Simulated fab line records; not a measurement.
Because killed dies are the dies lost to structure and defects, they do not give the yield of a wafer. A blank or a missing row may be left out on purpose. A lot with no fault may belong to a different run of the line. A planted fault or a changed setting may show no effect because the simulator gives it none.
Shared-tool check	flow sky130	13 lots and 39 wafers in the sample

REASON IT WAS OPENED
Of 13 lots, 2 have the reading SD_N_RS flagged at SKY_SD_N_RS_MEAS_16. No-fault wafers: 68.63 ohm/sq, standard deviation 0.1.
Rule: flag the lot when none of its wafers has a number, or when each of its wafers that has one lies beyond 4 standard deviations from that mean. The other lots count as sound.

lot	measured	on	SD_N_RS (ohm/sq), wafer by wafer	flag
L228	day 28 09:08	film-metro-01	68.57 68.57 68.58	
L230	day 29 07:19	film-metro-04	68.68 68.70 68.79	
L232	day 30 04:15	film-metro-04	68.55 68.34 68.52	
L233	day 30 04:33	film-metro-02	68.65 68.65 68.88	
L234	day 31 00:09	film-metro-04	68.66 68.55 68.63	
L235	day 31 01:55	film-metro-04	68.46 68.49 68.55	
L236	day 31 13:43	film-metro-01	68.67 68.50 68.71	
L237	day 31 14:04	film-metro-04	68.52 68.61 68.67	
L239	day 32 14:43	film-metro-04	68.72 68.49 68.77	
L240	day 32 23:47	film-metro-02	68.61 68.57 68.65	
L241	day 33 01:51	film-metro-02	68.64 68.62 68.75	
L248	day 34 19:17	film-metro-01	69.95 69.96 69.86	FLAGGED
L249	day 34 23:39	film-metro-01	70.06 70.08 70.15	FLAGGED
On average the flagged lots' numbers are 70.01 ohm/sq, which is +1.38 ohm/sq against the usual, or +14 standard deviations.

WHICH TOOL RAN EACH LOT
The record keeps 1 process step preceding the reading, out of 708 steps on the route. Cell contents, in order: the tool; ch with the chambers the sampled wafers went through; the start.
lot	flag	SKY_SD_N_IMPLANT_10
L228		implanter-01 ch 0, day 28 08:35
L230		implanter-02 ch 0, day 29 06:47
L232		implanter-04 ch 0, day 30 03:43
L233		implanter-01 ch 0, day 30 04:01
L234		implanter-04 ch 0, day 30 23:37
L235		implanter-04 ch 0, day 31 01:24
L236		implanter-02 ch 0, day 31 13:11
L237		implanter-01 ch 0, day 31 13:32
L239		implanter-02 ch 0, day 32 14:11
L240		implanter-02 ch 0, day 32 23:16
L241		implanter-01 ch 0, day 33 01:19
L248	FLAGGED	implanter-01 ch 0, day 34 18:46
L249	FLAGGED	implanter-01 ch 0, day 34 23:07
What is done by these steps:
- SKY_SD_N_IMPLANT_10
- SKY_SD_N_RS_MEAS_16: measures by four-point-probe.

FLAGGED AGAINST TOTAL, ONE TOOL AT A TIME (gauges that did the reading follow at the end)
step	tool	lots run	flagged	share of the flagged lots	sound lots run after its first flagged lot
SKY_SD_N_IMPLANT_10	implanter-01	6	2	all	0
SKY_SD_N_IMPLANT_10	implanter-02	4	0	none	-
SKY_SD_N_IMPLANT_10	implanter-04	3	0	none	-
SKY_SD_N_RS_MEAS_16	film-metro-01	4	2	all	0
SKY_SD_N_RS_MEAS_16	film-metro-02	3	0	none	-
SKY_SD_N_RS_MEAS_16	film-metro-04	6	0	none	-

WHAT THE TABLE PERMITS
Every flagged lot went through 2 rows of the table: implanter-01 at SKY_SD_N_IMPLANT_10 and film-metro-01 at SKY_SD_N_RS_MEAS_16.
- implanter-01 at SKY_SD_N_IMPLANT_10 ran 6 lots, 2 of them flagged. Its last sound lot is L241 (day 33 01:19), its first flagged lot L248 (day 34 18:46): a fault that began between those two fits. Its own readings (dose-ions-cm2, faraday-current-uA) fall more than 4 standard deviations out on all wafers of the flagged lots.
- film-metro-01 at SKY_SD_N_RS_MEAS_16 ran 4 lots, 2 of them flagged. Its last sound lot is L236 (day 31 13:43), its first flagged lot L248 (day 34 19:17): a fault that began between those two fits.
Because each of these 2 tools fits a fault that began at some hour, counting lots does not separate them. More lots, or a look at what each step does to the wafer, might.

WHAT HAD BEEN PUT IN BY THE SIMULATOR
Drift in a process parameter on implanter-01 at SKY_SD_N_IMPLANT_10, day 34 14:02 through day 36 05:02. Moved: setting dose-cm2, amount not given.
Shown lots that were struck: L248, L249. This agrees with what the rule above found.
